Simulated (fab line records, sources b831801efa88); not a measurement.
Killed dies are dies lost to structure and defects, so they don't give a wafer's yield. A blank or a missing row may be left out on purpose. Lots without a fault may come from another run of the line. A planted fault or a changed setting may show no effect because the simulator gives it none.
fab line records | flow sky130
record lots=12 wafers=36 last_day=50
route steps=708 shown NWELL@60 LOCAL_INTERCONNECT@401 CONTACT@425 METAL2@483
lots that met no fault: from a run of the same line without faults
start_h: hours from the record's first day to the start of the lot's first wafer shown | wait_h: hours since the lot's step before | " the same as in the row above | L1.1+2: a row that stands for several wafers | - no value, or no start given | * or withheld: withheld | < > ~ a bound
route shown NAME@n: a module of which the file shows steps, and the number in the route of the first | usual: mean/standard deviation of fault-free wafers | same: alike in all rows | chamber/n: place in a boat | sites: the reading at each site | _std_site: their standard deviation | _edge_site: outer sites' mean less inner sites' | radius_mm: how far each site lies from the wafer's centre | mask NAME#n: copy n | behind: the tool/chamber that last shaped the wafer | hold: why the lot was held/for how many hours/how that ended | device: the transistor (n, p or np) that didn't switch | end of line: the same wafers' tests at the end of the route | a step without rows: its recipe alone | killed: dies lost to structure and defects at the first sort, not the wafer's yield | map: a wafer's dies, x killed, . not, _ none there
set.NAME: the setting as run; set.NAME@STEP: as run at that earlier step | model.NAME: the simulator's own value behind a step, which no gauge read
steps of the route over a sample of lots; a table a step, a row a wafer
services: from which hour (start_h, from the record's first day; less than 0 if before it) a tool's chamber was out of use, for how many hours, and why
## steps
# step SKY_NWELL_EXPOSE_07
# recipe mask_id=NWM na=0.6 source_shape=conventional sigma_outer=0.6 polarization=unpolarized target_cd_nm=840 dose_mj=255
# usual reticle_temp_C=22.99/0.11
# columns lot.wafer tool chamber start_h wait_h mask reticle_temp_C
L469.2 iline_stepper-02 0 72.78 - NWM#0 22.92
L469.3 " 0 " " NWM#0 23.08
L469.4 " 0 " " NWM#0 23.03
L470.1 iline_stepper-01 0 80.55 - NWM#0 22.66
L470.5 " 0 " " NWM#0 22.95
L470.6 " 0 " " NWM#0 22.87
L472.1 iline_stepper-02 0 89.30 - NWM#0 22.81
L472.4 " 0 " " NWM#0 22.77
L472.6 " 0 " " NWM#0 22.99
L475.1 iline_stepper-02 0 106.54 - NWM#0 22.99
L475.3 " 0 " " NWM#0 23.10
L475.4 " 0 " " NWM#0 23.03
L476.2 iline_stepper-01 0 113.74 - NWM#0 23.04
L476.3 " 0 " " NWM#0 22.84
L476.4 " 0 " " NWM#0 22.84
L478.3 iline_stepper-02 0 122.56 - NWM#0 23.04
L478.4 " 0 " " NWM#0 22.93
L478.5 " 0 " " NWM#0 23.00
L479.2 iline_stepper-02 0 129.89 - NWM#0 22.97
L479.3 " 0 " " NWM#0 22.91
L479.5 " 0 " " NWM#0 22.93
L480.3 iline_stepper-01 0 138.46 - NWM#0 23.02
L480.5 " 0 " " NWM#0 23.04
L480.6 " 0 " " NWM#0 22.92
L481.1 iline_stepper-02 0 142.36 - NWM#0 22.85
L481.2 " 0 " " NWM#0 23.07
L481.4 " 0 " " NWM#0 22.93
L486.2 iline_stepper-01 0 170.70 - NWM#0 22.96
L486.3 " 0 " " NWM#0 23.02
L486.6 " 0 " " NWM#0 22.95
L490.3 iline_stepper-01 0 197.32 - NWM#0 23.08
L490.4 " 0 " " NWM#0 23.11
L490.6 " 0 " " NWM#0 23.09
L492.2 iline_stepper-01 0 209.04 - NWM#0 23.21
L492.3 " 0 " " NWM#0 23.11
L492.5 " 0 " " NWM#0 23.11
# step SKY_NWELL_OVL_MEAS_10
# usual NWELL_00_OVL=-0.7/1.5
# columns lot.wafer tool chamber start_h wait_h NWELL_00_OVL[nm]
L469.2 overlay-02 - 81.00 - 0.1
L469.3 " - " " -0.5
L469.4 " - " " 0.8
L470.1 overlay-01 - 88.52 - -1.8
L470.5 " - " " -1.1
L470.6 " - " " -0.7
L472.1 overlay-02 - 97.87 - -2.4
L472.4 " - " " 0.2
L472.6 " - " " -0.2
L475.1 overlay-02 - 115.77 - -116.0
L475.3 " - " " -113.0
L475.4 " - " " -113.8
L476.2 overlay-02 - 121.56 - -1.2
L476.3 " - " " -2.5
L476.4 " - " " -1.1
L478.3 overlay-01 - 130.88 - -111.7
L478.4 " - " " -112.4
L478.5 " - " " -112.8
L479.2 overlay-01 - 139.21 - -112.1
L479.3 " - " " -112.9
L479.5 " - " " -113.6
L480.3 overlay-01 - 147.55 - -1.6
L480.5 " - " " -0.8
L480.6 " - " " -0.1
L481.1 overlay-02 - 151.79 - -111.2
L481.2 " - " " -110.9
L481.4 " - " " -111.8
L486.2 overlay-01 - 181.21 - -2.5
L486.3 " - " " -4.4
L486.6 " - " " -1.5
L490.3 overlay-01 - 208.28 - 2.4
L490.4 " - " " 2.1
L490.6 " - " " 2.9
L492.2 overlay-01 - 219.86 - -3.3
L492.3 " - " " -3.7
L492.5 " - " " -3.9
# step SKY_LOCAL_INTERCONNECT_METAL_ETCH_14
# recipe target_depth_nm=110 stop_on=PSG chemistry=Cl2/BCl3 target=TiN resist_sidewall_deg=88 pressure_mtorr=10 icp_w=900 bias_w=48.5 Cl2_flow_sccm=60 bcl3_flow_sccm=30 time_s=31.4
# usual drypump_motor_current_A=5.7/0.35 oes_product_au=0.947/0.0085 throttle_valve_pct=21.898/0.011
# same time_s=31.4
# columns lot.wafer tool chamber start_h wait_h drypump_motor_current_A oes_product_au rf_hours_counter_h throttle_valve_pct
L469.2 rie_metal-03 0 705.02 0.0 5.7 0.936 15 21.894
L469.3 " 0 " " 5.7 0.944 - 21.901
L469.4 " 1 " " 6.3 0.953 - 21.901
L472.1 rie_metal-02 0 716.96 0.0 5.3 0.944 8 21.896
L472.4 " 1 " " 5.3 0.944 - 21.894
L472.6 " 1 " " 5.3 0.943 - 21.909
L470.1 rie_metal-01 0 717.82 0.0 5.9 0.937 12 21.890
L470.5 " 0 " " 5.9 0.934 - 21.917
L470.6 " 1 " " 5.5 0.947 - 21.921
L475.1 rie_metal-02 1 747.01 0.0 5.3 0.939 6 21.898
L475.3 " 0 " " 5.4 0.946 - 21.892
L475.4 " 1 " " 5.3 0.941 - 21.883
L476.2 rie_metal-01 1 762.62 0.0 5.4 0.953 11 21.901
L476.3 " 0 " " 5.9 0.936 - 21.905
L476.4 " 1 " " 5.4 0.953 - 21.896
L478.3 rie_metal-02 0 770.91 0.0 5.4 0.959 - 21.883
L478.4 " 1 " " 5.3 0.950 - 21.894
L478.5 " 0 " " 5.3 0.957 - 21.880
L479.2 rie_metal-01 0 782.74 0.0 5.9 0.942 15 21.893
L479.3 " 0 " " 5.9 0.953 - 21.879
L479.5 " 0 " " 5.9 0.938 - 21.907
L480.3 rie_metal-03 0 803.78 0.0 5.7 0.947 - 21.907
L480.5 " 0 " " 5.7 0.945 - 21.888
L480.6 " 1 " " 6.3 0.940 - 21.902
L481.1 rie_metal-03 0 806.39 0.0 5.7 0.946 3 21.893
L481.2 " 1 " " 6.3 0.964 4 21.892
L481.4 " 0 " " 5.7 0.964 - 21.896
L486.2 rie_metal-01 1 833.87 0.1 5.5 0.940 - 21.905
L486.3 " 1 " " 5.5 0.947 - 21.899
L486.6 " 1 " " 5.5 0.941 - 21.914
L490.3 rie_metal-01 1 864.06 0.0 5.5 0.950 - 21.912
L490.4 " 0 " " 5.9 0.952 - 21.882
L490.6 " 1 " " 5.5 0.945 - 21.908
L492.2 rie_metal-01 1 885.78 0.0 5.5 0.956 18 21.888
L492.3 " 1 " " 5.4 0.943 - 21.895
L492.5 " 0 " " 5.9 0.946 - 21.893
# step SKY_CONTACT_STRIP_19
# recipe chemistry=O2/N2 power_w=1400 pressure_mtorr=1500 platen_temp_c=withheld o2_flow_sccm=3000 n2_flow_sccm=300 overash_fraction=0.5
# usual drypump_motor_current_A=5.62/0.27 oes_product_au=0.380/0.0048 strip_time_to_endpoint_s=3.61/0.036
# columns lot.wafer tool chamber start_h wait_h drypump_motor_current_A oes_product_au rf_hours_counter_h strip_time_to_endpoint_s
L469.2 plasma_asher-04 1 731.74 - 6.01 0.387 31 3.61
L469.3 " 0 " " 5.87 0.384 - 3.62
L469.4 " 1 " " 6.01 0.379 - 3.63
L472.1 plasma_asher-04 1 745.07 - 6.00 0.376 33 3.61
L472.4 " 1 " " 6.00 0.377 - 3.64
L472.6 " 1 " " 6.02 0.376 - 3.63
L470.1 plasma_asher-02 1 745.85 - 5.36 0.386 63 3.57
L470.5 " 0 " " 5.31 0.373 - 3.63
L470.6 " 1 " " 5.34 0.366 - 3.52
L475.1 plasma_asher-03 1 775.84 - 5.76 0.385 91 3.64
L475.3 " 0 " " 5.37 0.378 - 3.65
L475.4 " 1 " " 5.75 0.383 - 3.61
L476.2 plasma_asher-04 0 790.19 - 5.87 0.378 38 3.66
L476.3 " 1 " " 5.99 0.385 - 3.62
L476.4 " 0 " " 5.86 0.379 - 3.55
L478.3 plasma_asher-02 1 798.82 - 5.37 0.387 - 3.65
L478.4 " 0 " " 5.31 0.389 - 3.64
L478.5 " 1 " " 5.40 0.381 - 3.53
L479.2 plasma_asher-03 1 810.34 - 5.73 0.382 94 3.58
L479.3 " 0 " " 5.36 0.380 - 3.67
L479.5 " 1 " " 5.75 0.384 - 3.62
L480.3 plasma_asher-02 0 831.61 - 5.31 0.385 - 3.64
L480.5 " 0 " " 5.29 0.378 - 3.64
L480.6 " 1 " " 5.37 0.388 - 3.63
L481.1 plasma_asher-04 0 835.39 - 5.86 0.370 42 3.62
L481.2 " 1 " " 6.00 0.384 42 3.64
L481.4 " 1 " " 6.00 0.386 - 3.67
L486.2 plasma_asher-02 0 862.19 - 5.32 0.381 75 3.60
L486.3 " 1 " " 5.38 0.378 - 3.64
L486.6 " 1 " " 5.41 0.376 - 3.62
L490.3 plasma_asher-04 1 893.47 - 6.02 0.378 - 3.60
L490.4 " 0 " " 5.86 0.381 - 3.66
L490.6 " 0 " " 5.86 0.380 - 3.59
L492.2 plasma_asher-03 0 913.59 - 5.38 0.380 103 3.63
L492.3 " 1 " " 5.74 0.380 - 3.59
L492.5 " 1 " " 5.74 0.378 - 3.65
# step SKY_METAL2_SPUTTER_00
# recipe material=Ti target_thk_nm=15 power_w=3000 time_s=10 chamber_pressure_pa=0.4
# usual throttle_valve_pct=29.6/0.97
# same time_s=10
# columns lot.wafer tool chamber start_h wait_h throttle_valve_pct
L469.2 pvd_sputter-02 - 787.94 0.2 31.7
L469.3 " - " " 31.2
L469.4 " - " " 30.5
L472.1 pvd_sputter-03 - 801.33 0.2 28.5
L472.4 " - " " 28.7
L472.6 " - " " 28.8
L470.1 pvd_sputter-03 - 804.16 0.1 28.5
L470.5 " - " " 28.7
L470.6 " - " " 29.1
L475.1 pvd_sputter-02 - 833.14 0.2 31.3
L475.3 " - " " 30.7
L475.4 " - " " 31.3
L476.2 pvd_sputter-03 - 847.70 0.1 28.6
L476.3 " - " " 28.7
L476.4 " - " " 28.9
L478.3 pvd_sputter-04 - 857.02 0.1 29.3
L478.4 " - " " 29.1
L478.5 " - " " 29.3
L479.2 pvd_sputter-04 - 868.53 0.2 30.4
L479.3 " - " " 29.4
L479.5 " - " " 29.0
L480.3 pvd_sputter-04 - 889.93 0.1 29.4
L480.5 " - " " 30.4
L480.6 " - " " 28.7
L481.1 pvd_sputter-02 - 894.29 0.2 31.1
L481.2 " - " " 30.6
L481.4 " - " " 29.5
L486.2 pvd_sputter-02 - 919.61 0.2 30.9
L486.3 " - " " 29.7
L486.6 " - " " 30.7
L490.3 pvd_sputter-04 - 949.11 0.1 29.3
L490.4 " - " " 28.9
L490.6 " - " " 30.4
L492.2 pvd_sputter-03 - 967.48 0.2 29.1
L492.3 " - " " 28.8
L492.5 " - " " 28.7
## services
# columns tool chamber start_h hours kind
iline_stepper-02 - 81.67 1.7 pm
rie_metal-01 0 83.20 1.3 repair
iline_stepper-01 - 140.63 1.7 pm
iline_stepper-01 - 155.70 0.8 pm
iline_stepper-02 - 159.07 4.4 pm
rie_metal-01 - 164.31 1.5 repair
rie_metal-01 - 226.01 2.8 pm
iline_stepper-01 - 229.50 5.8 repair
rie_metal-01 1 277.58 11.9 repair
iline_stepper-02 - 299.75 1.7 pm
iline_stepper-01 - 358.81 1.7 pm
rie_metal-01 - 388.91 14.6 pm
iline_stepper-01 - 397.41 4.4 pm
iline_stepper-02 - 480.88 2.1 pm
rie_metal-01 1 517.07 1.3 repair
iline_stepper-02 - 517.93 1.7 pm
iline_stepper-01 - 565.96 7.4 repair
iline_stepper-01 - 576.99 1.7 pm
iline_stepper-02 - 595.27 0.7 repair
rie_metal-01 - 595.80 1.5 repair
iline_stepper-02 - 636.82 2.3 repair
iline_stepper-02 - 683.95 17.0 repair
iline_stepper-01 - 699.71 6.0 repair
iline_stepper-02 - 736.11 1.7 pm
## key
first_sign step=SKY_NWELL_OVL_MEAS_10 reading=NWELL_00_OVL direction=down sigmas=75 usual=-0.7 struck=-112.7
effect none on later readings
met_at SKY_NWELL_EXPOSE_07
struck_lots L475,L478,L479,L481
tester_left_out L475,L478,L479,L481
not_acting_at SKY_LOCAL_INTERCONNECT_METAL_ETCH_14,SKY_CONTACT_STRIP_19,SKY_METAL2_SPUTTER_00
onset_between 89.30 106.54
fault kind=scanner_matching_overlay tool=iline_stepper-02 chamber=- onset_h=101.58 steps=SKY_NWELL_EXPOSE_07 offset=-112.19
# tester_left_out: of these lots the tester's yield and bins aren't shown, on N5 and GAA mostly nor the transistor test; their killed dies are dies lost to structure and defects alone, not to doping, threshold or leakage, so they don't give the yield
